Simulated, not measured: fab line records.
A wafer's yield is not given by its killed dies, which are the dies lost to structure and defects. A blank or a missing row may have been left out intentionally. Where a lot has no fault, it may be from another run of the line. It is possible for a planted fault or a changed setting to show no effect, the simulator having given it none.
Code-filled problem report in 8D (eight disciplines) form ; flow sky130 ; the parts of the form that need people (team, actions taken, sign-off) are left out

1. THE PROBLEM
Wafers free of any fault read 1630 nm (standard deviation 16) for VIA3_HDPCVD_THK at SKY_VIA3_THK_MEAS_01, against a mean of 1818 nm on 3 wafers of 2 lots. That is +12 standard deviations from the usual mean.
First seen on wafer L615.5, day 42 13:52, on film-metro-01. At this step, 33 wafers from 11 lots have a number in the record. Rule for "out" (also "out of limits"): further than 4 standard deviations from the usual mean. The other wafers with a number count as sound.

2. WHAT IT IS AND WHAT IT IS NOT
question;is;is not
which readings at this step;VIA3_HDPCVD_THK;-
which lots;L615, L617;L601, L605, L607, L608, L609, L611, L612, L613, L619
which wafers of those lots;L615.5, L617.3, L617.5;L615.1, L615.4, L617.2
read on which gauges;film-metro-01;film-metro-02, film-metro-04
when;from day 42 13:52;"up to then (26 sound wafers); but 4 sound wafers of L617, L619 came after"

3. WHAT RULES OUT EACH SUSPECT
Counting: a tool at a process step up to the reading stays a suspect if it ran every lot that is out. Sound lots after the first of them don't rule it out here, since some wafers of a struck lot are sound.
- ruled out: the gauge at SKY_VIA3_THK_MEAS_01. All the wafers that are out were read on film-metro-01, but those of them that SKY_VIA3_HDPCVD_00 has rows for are out there too, on other tools.
- pvd-sputter-04 at SKY_METAL3_SPUTTER_00 (material Ti, target thk 15 nm, time 10 s): kept. It ran every lot that is out, first L615 (day 40 12:15).
- hdpcvd-02 at SKY_VIA3_HDPCVD_00 (deposits SiO2, target thk 1635 nm, time 272.5 s): kept. Every lot that is out went through it, the first being L615 (day 42 13:43); the last sound lot it ran before that was L613 (day 42 03:40). Its own readings are out on those wafers: run-length-s.
What counting leaves: pvd-sputter-04 at SKY_METAL3_SPUTTER_00 and hdpcvd-02 at SKY_VIA3_HDPCVD_00.

4. THE CAUSE (what the simulator had put in)
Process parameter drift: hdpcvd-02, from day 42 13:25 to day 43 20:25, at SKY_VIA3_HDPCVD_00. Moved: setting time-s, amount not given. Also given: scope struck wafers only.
Counting left 2 suspects, and this tool is among them.

5. THE EFFECT CHAIN, in route order
Each row: a reading where the mean over the struck wafers with a number is more than 3 standard deviations away from the usual. Scope: only readings with a usual standard deviation given in the record; hours: median across lots of the time from each lot's start at the first step in this table that gives one to its start at this step; sigmas: change in usual standard deviations.
hours;step;reading;usual;on struck wafers;change;sigmas
0;SKY_VIA3_HDPCVD_00;run-length-s;300.6 s;329.1;+28.5;+89
0;SKY_VIA3_THK_MEAS_01;VIA3_HDPCVD_THK;1630 nm;1818;+188;+12
Process steps it contains:
- SKY_VIA3_HDPCVD_00: deposits SiO2, target thk 1635 nm, time 272.5 s.
Later steps that measure or inspect, where all struck wafers having a row at the step show a number for every such reading and not one has moved that far: SKY_VIA3_RS_MEAS_22.

6. WHAT WOULD HAVE CAUGHT IT SOONER
0 hours passed between the start of the fault at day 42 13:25 and the first reading out of limits at a measuring or inspecting step in this record, taken at day 42 13:52.
Tool's own readings at SKY_VIA3_HDPCVD_00, run-length-s: out on all struck wafers the step has rows for; an alarm limit on them would have tripped on the first.
Lots out: 2; of these, L617 started SKY_VIA3_HDPCVD_00 on hdpcvd-02 after day 42 13:52. Had the tool been put on hold then, it would have been spared.
